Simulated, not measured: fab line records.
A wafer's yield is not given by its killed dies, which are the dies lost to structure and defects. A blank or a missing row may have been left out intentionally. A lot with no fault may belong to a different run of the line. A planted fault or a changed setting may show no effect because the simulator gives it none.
One fault seen from 2 desks | flow sky130 | each desk holds nothing but its own numbers, with what lay behind them at the end

AT THE METROLOGY DESK
Means of the sampled wafers that have a number, per lot and without regard to the tool the lot ran on: this is what the gauges read. The brackets show how far a lot's mean lies from the usual mean; more than 4 standard deviations puts the lot out of limits, marked OUT.
Columns: A = LDD_HVN_TW at SKY_LDD_HVN_TW_MEAS_10, usual 1435; B = SD_P_OVL at SKY_SD_P_OVL_MEAS_08, usual -0.8 nm
lot  | first seen here | A    | B
L897 | day 20 16:14    | 1430 | -0.2
L899 | day 21 01:55    | 1433 | -1.9
L900 | day 22 11:02    | 1437 | -0.6
L902 | day 23 09:37    | 1439 | -0.9
L904 | day 23 23:28    | 1440 | -0.5
L905 | day 24 02:02    | 1438 | 1.4
L906 | day 24 10:50    | 1441 | -1.6
L907 | day 24 17:17    | 1438 | 0.7
L908 | day 25 05:25    | 1425 | -0.5
L914 | day 27 01:07    | 1446 | 0.0
L916 | day 27 12:29    | 1429 | -0.5
L918 | day 28 05:28    | 1437 | -1.7
L919 | day 28 11:20    | 1431 | 0.4
This desk found nothing out of limits on any of the 13 lots.

THE TOOL OWNER'S DESK: litho track-01
The tool's own readings at SKY_LOCAL_INTERCONNECT_COAT_06 (resist thk 450 nm): means of the sampled wafers that have a number, for each lot that ran on this tool. The brackets show how far a lot's mean lies from the usual mean; more than 4 standard deviations puts the lot out of limits, marked OUT.
Columns: A = exhaust pa at SKY_LOCAL_INTERCONNECT_COAT_06, usual 44.8 Pa; B = resist line temp C at SKY_LOCAL_INTERCONNECT_COAT_06, usual 23.01 C; C = spin speed rpm at SKY_LOCAL_INTERCONNECT_COAT_06, usual 3000.1 rpm
lot  | first seen here | A    | B     | C
L900 | day 31 16:00    | 44.8 | 23.05 | 2998.5
L902 | day 32 11:00    | 45.8 | 23.10 | 3002.1
L905 | day 33 04:00    | 45.0 | 22.98 | 3001.4
L907 | day 33 15:00    | 45.2 | 23.00 | 3000.2
L908 | day 34 03:00    | 45.7 | 23.07 | 3000.7
L916 | day 36 05:00    | 45.3 | 22.85 | 2954.6 (-24) OUT
L918 | day 36 21:00    | 44.5 | 22.71 | 2957.0 (-23) OUT
This desk's verdict: out of limits on L916, L918, starting with L916 at day 36 05:00 (spin speed rpm at SKY_LOCAL_INTERCONNECT_COAT_06). L900, L902, L905, L907, L908: within limits.

TAKEN TOGETHER
The tool owner's desk could have raised an alarm at day 36 05:00, on L916, L918.
Nothing out of limits was seen by the metrology desk.
The metrology desk holds a record of L916, L918, inside its limits.
Of the lots named, all ran SKY_LOCAL_INTERCONNECT_COAT_06 on litho track-01.

WHAT HAD BEEN PUT IN BY THE SIMULATOR
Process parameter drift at SKY_LOCAL_INTERCONNECT_COAT_06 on litho track-01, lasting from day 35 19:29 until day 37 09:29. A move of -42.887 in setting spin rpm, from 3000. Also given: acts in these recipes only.
Lots struck among those shown: L916, L918.
How many hours passed from the start of the fault until each desk's first out-of-limits reading: the tool owner's desk, 10.
